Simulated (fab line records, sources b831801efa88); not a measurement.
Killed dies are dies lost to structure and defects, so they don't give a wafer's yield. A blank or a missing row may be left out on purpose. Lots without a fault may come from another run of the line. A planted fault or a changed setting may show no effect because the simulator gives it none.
Which tool did it? | flow sky130 | 24 lots, 72 wafers sampled, at 2 steps of a route of 708

WHAT THE GAUGES READ, wafer by wafer
SKY_METAL3_CD_MEAS_13: target cd 300 nm.
lot  | measured     | on        | cd_nm (nm)
L074 | day 38 15:10 | cd_sem-01 | 298.4 299.7 299.5
L076 | day 38 23:20 | cd_sem-02 | 299.8 300.5 300.3
L075 | day 39 03:43 | cd_sem-01 | 302.3 304.6 302.4
L078 | day 39 23:16 | cd_sem-01 | 302.2 300.7 301.6
L077 | day 40 04:32 | cd_sem-02 | 298.9 298.9 298.5
L079 | day 40 11:19 | cd_sem-02 | 301.7 302.6 302.1
L080 | day 40 20:50 | cd_sem-01 | 298.6 299.5 297.6
L081 | day 40 23:50 | cd_sem-02 | 300.1 298.6 298.6
L082 | day 41 08:18 | cd_sem-02 | 299.7 300.5 300.3
L083 | day 41 11:04 | cd_sem-01 | 298.4 298.2 297.9
L084 | day 42 00:56 | cd_sem-01 | 300.2 301.3 301.1
L086 | day 42 05:05 | cd_sem-02 | 303.0 302.5 300.9
L085 | day 42 09:25 | cd_sem-02 | 297.6 297.6 297.4
L088 | day 42 13:50 | cd_sem-02 | 299.1 299.8 299.6
L087 | day 42 17:35 | cd_sem-02 | 301.2 301.4 302.0
L089 | day 42 22:59 | cd_sem-01 | 300.1 298.1 297.5
L090 | day 42 23:55 | cd_sem-02 | 300.4 298.2 299.7
L091 | day 43 11:50 | cd_sem-01 | 301.0 302.4 299.5
L092 | day 43 17:19 | cd_sem-02 | 296.5 296.4 297.1
L093 | day 43 21:22 | cd_sem-01 | 299.2 300.5 298.8
L094 | day 44 04:09 | cd_sem-02 | 299.0 298.7 299.2
L095 | day 44 15:19 | cd_sem-02 | 298.5 298.5 298.9
L096 | day 45 05:37 | cd_sem-02 | 295.5 296.0 296.6
L097 | day 45 10:07 | cd_sem-01 | 297.7 297.3 296.6

WHICH TOOL RAN EACH LOT (tool, then ch and the chambers of the sampled wafers, then the start)
lot  | SKY_METAL2_SPUTTER_02
L074 | pvd_sputter-04, day 34 03:08
L076 | pvd_sputter-04, day 34 12:37
L075 | pvd_sputter-01, day 34 15:32
L078 | pvd_sputter-03, day 35 13:46
L077 | pvd_sputter-04, day 35 19:36
L079 | pvd_sputter-01, day 36 02:22
L080 | pvd_sputter-04, day 36 13:19
L081 | pvd_sputter-01, day 36 17:05
L082 | pvd_sputter-04, day 37 01:42
L083 | pvd_sputter-04, day 37 05:34
L084 | pvd_sputter-01, day 37 20:35
L086 | pvd_sputter-04, day 38 00:04
L085 | pvd_sputter-01, day 38 05:37
L088 | pvd_sputter-04, day 38 08:37
L087 | pvd_sputter-04, day 38 14:35
L089 | pvd_sputter-04, day 38 19:32
L090 | pvd_sputter-01, day 38 20:58
L091 | pvd_sputter-03, day 39 10:20
L092 | pvd_sputter-04, day 39 15:43
L093 | pvd_sputter-03, day 39 19:31
L094 | pvd_sputter-04, day 40 02:22
L095 | pvd_sputter-04, day 40 14:41
L096 | pvd_sputter-03, day 41 07:16
L097 | pvd_sputter-01, day 41 12:16
- SKY_METAL2_SPUTTER_02: material AlCu, target thk 250 nm, time 13.3 s.

WHAT THE TOOLS THEMSELVES READ (means of the sampled wafers that have a number; where no wafer has one, the mark that the record gives instead)
SKY_METAL2_SPUTTER_02.
lot  | tool           | throttle_valve_pct (%)
L074 | pvd_sputter-04 | 31.6
L076 | pvd_sputter-04 | 31.7
L075 | pvd_sputter-01 | 29.7
L078 | pvd_sputter-03 | 29.1
L077 | pvd_sputter-04 | 32.3
L079 | pvd_sputter-01 | 29.9
L080 | pvd_sputter-04 | 31.4
L081 | pvd_sputter-01 | 29.6
L082 | pvd_sputter-04 | 31.4
L083 | pvd_sputter-04 | 31.0
L084 | pvd_sputter-01 | 29.3
L086 | pvd_sputter-04 | 31.3
L085 | pvd_sputter-01 | 29.6
L088 | pvd_sputter-04 | 32.1
L087 | pvd_sputter-04 | 31.8
L089 | pvd_sputter-04 | 31.6
L090 | pvd_sputter-01 | 29.6
L091 | pvd_sputter-03 | 29.1
L092 | pvd_sputter-04 | 30.9
L093 | pvd_sputter-03 | 29.1
L094 | pvd_sputter-04 | 30.6
L095 | pvd_sputter-04 | 31.1
L096 | pvd_sputter-03 | 29.2
L097 | pvd_sputter-01 | 29.5

THE ANSWER, worked out from the rows above alone
Rule: what is usual is taken from the lots themselves. Put in order of their means at a reading, lots are off if they are a third of the lots or fewer, leave a main group of 4 or more, and stand apart from it by a gap of 3 or more times the standard deviation of the main group's means; of several such gaps the widest counts. A main group whose means are all the same, to the digits that the tables above print for the reading, isn't used. A lot without any number at a reading at which 4 lots or more have one is off too. The other lots that the step has rows for count as sound. The gauges are gone through in route order, then the tools' own readings, and for those a lot's mean is taken as printed above. The first step at which some lot is off is used, and at that step the reading that is off furthest; a lot without a number counts as furthest.
No lot is off at any reading shown: from this, nothing can be told.

WHAT THE SIMULATOR HAD PUT IN
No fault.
